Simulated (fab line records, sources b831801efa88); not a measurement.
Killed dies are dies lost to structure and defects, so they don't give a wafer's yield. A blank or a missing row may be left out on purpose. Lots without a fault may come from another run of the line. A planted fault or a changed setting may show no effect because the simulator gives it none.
A struck lot beside a sound one | flow sky130 | 17 steps out of a route of 708
Sound: wafers L614.1, L614.2, L614.6. Struck: wafer L605.2. (L605.1 of the same lot was not struck and is left out.) The cause comes at the end.
At each step with rows: each side's tool, then ch and its chambers, then its first start. Under that, the readings that differ: sound wafers | struck wafers | difference of the means | sigmas: that difference in standard deviations of wafers without a fault.
alike: readings whose means differ by less than 2 such deviations, and words and numbers that are the same on both sides. not compared: withheld readings, readings that some wafer has no value for, bounds like >300 that may hide the same value, and numbers for which the record gives no deviation and whose values overlap.
The two part at a step that has a row with sigmas, a row that says differs or no value, or rows on one side only. Numbers that don't overlap but have no deviation are shown without sigmas and don't part them. A reading that every wafer of one side lacks parts them only if that side has two wafers or more.

SKY_LOCAL_INTERCONNECT_RS_MEAS_01: measures by four-point-probe.
  sound on film_metro-04, day 33 22:58; struck on film_metro-03, day 30 21:38
  alike: LOCAL_INTERCONNECT_TIN_RS
SKY_LOCAL_INTERCONNECT_THK_MEAS_02: measures by xrf.
  sound on film_metro-04, day 33 23:05; struck on film_metro-03, day 30 21:45
  alike: LOCAL_INTERCONNECT_TIN_THK
then, 8 steps without rows for these wafers: SKY_LOCAL_INTERCONNECT_DEHYDRATE_03 (time 60 s); SKY_LOCAL_INTERCONNECT_HMDS_04 (prime time 60 s); SKY_LOCAL_INTERCONNECT_COAT_05 (resist thk 60 nm); SKY_LOCAL_INTERCONNECT_COAT_06 (resist thk 450 nm); SKY_LOCAL_INTERCONNECT_SOFTBAKE_07 (time 90 s); SKY_LOCAL_INTERCONNECT_EXPOSE_08 (exposes mask LI1M, target cd 170 nm); SKY_LOCAL_INTERCONNECT_PEB_09; SKY_LOCAL_INTERCONNECT_DEVELOP_10 (develop time 60 s).
SKY_LOCAL_INTERCONNECT_CD_MEAS_11: target cd 170 nm.
  sound on cd_sem-02, day 35 01:44; struck on cd_sem-02, day 32 00:59
  alike: cd_nm
SKY_LOCAL_INTERCONNECT_OVL_MEAS_12:
  sound on overlay-02, day 35 01:52; struck on overlay-01, day 32 01:06
  alike: LOCAL_INTERCONNECT_OVL
SKY_LOCAL_INTERCONNECT_ETCH_13: etches BARC in N2/H2, stops on SiO2, time 45.9 s, target depth 60 nm.
  sound on rie_metal-01 ch 0,1, day 35 01:54; struck on rie_metal-01 ch 0, day 32 01:08
  reading                                                   | sound             | struck | difference | sigmas
  oes_product_au (a.u.)                                     | 0.852 0.856 0.856 | 0.825  | -0.030     | -7
  model.KrF-thick_of_LOCAL_INTERCONNECT_COAT_06.thk_nm (nm) | 397 395.4 397.8   | 405    | +8         |
  model.etch.depth_nm (nm)                                  | 60.04 60.14 60.12 | 55.86  | -4.24      |
  alike: drypump_motor_current_A, throttle_valve_pct
  not compared: rf_hours_counter_h
SKY_LOCAL_INTERCONNECT_METAL_ETCH_14: etches TiN in Cl2/BCl3, stops on PSG, target depth 110 nm, time 31.4 s.
  sound on rie_metal-01 ch 0,1, day 35 01:58; struck on rie_metal-01 ch 0, day 32 01:12
  reading                                                   | sound             | struck | difference | sigmas
  oes_product_au (a.u.)                                     | 0.935 0.937 0.932 | 0.908  | -0.027     | -3
  model.KrF-thick_of_LOCAL_INTERCONNECT_COAT_06.thk_nm (nm) | 353.6 350.5 354.5 | 360.4  | +7.5       |
  alike: drypump_motor_current_A, throttle_valve_pct
  not compared: rf_hours_counter_h
SKY_LOCAL_INTERCONNECT_STRIP_15: strips in O2/N2.
  sound on plasma_asher-01 ch 0,1, day 35 02:01; struck on plasma_asher-03 ch 0, day 32 01:15
  reading                      | sound             | struck | difference | sigmas
  strip_time_to_endpoint_s (s) | 4.782 4.759 4.788 | 4.844  | +0.068     | +2
  alike: drypump_motor_current_A, oes_product_au
  not compared: rf_hours_counter_h
then, 1 step without rows for these wafers: SKY_LOCAL_INTERCONNECT_STRIP_16 (strips in post etch residue remover, time 1200 s).
-- the record jumps here: 15 days lie between the struck wafers' starts before and after (it left off in module LOCAL_INTERCONNECT and takes up again in module PAD_OPEN, whose first step shown is number 708 of the route) --
SKY_PAD_OPEN_PROBE_99:
  sound on prober-02, day 49 05:02; struck on prober-01, day 47 00:23
  reading            | sound | struck | difference | sigmas
  killed_at_M0_to_M3 | 28 48 | 53     | +15        | +2
  killed_at_contacts | 27 19 | 45     | +22        | +4
  killed_dies        | 73 80 | 115    | +38        | +4
  killed_short       | 32 37 | 48     | +14        | +2
  alike: killed_at_M4_up, killed_at_front_end, killed_at_other, killed_open

WHERE THEY PART
First at SKY_LOCAL_INTERCONNECT_ETCH_13; last, within this record, at SKY_PAD_OPEN_PROBE_99.

WHY: what the simulator had put in
Process parameter drift: rie_metal-01, from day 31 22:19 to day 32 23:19, at SKY_LOCAL_INTERCONNECT_ETCH_13. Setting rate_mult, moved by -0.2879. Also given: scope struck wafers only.
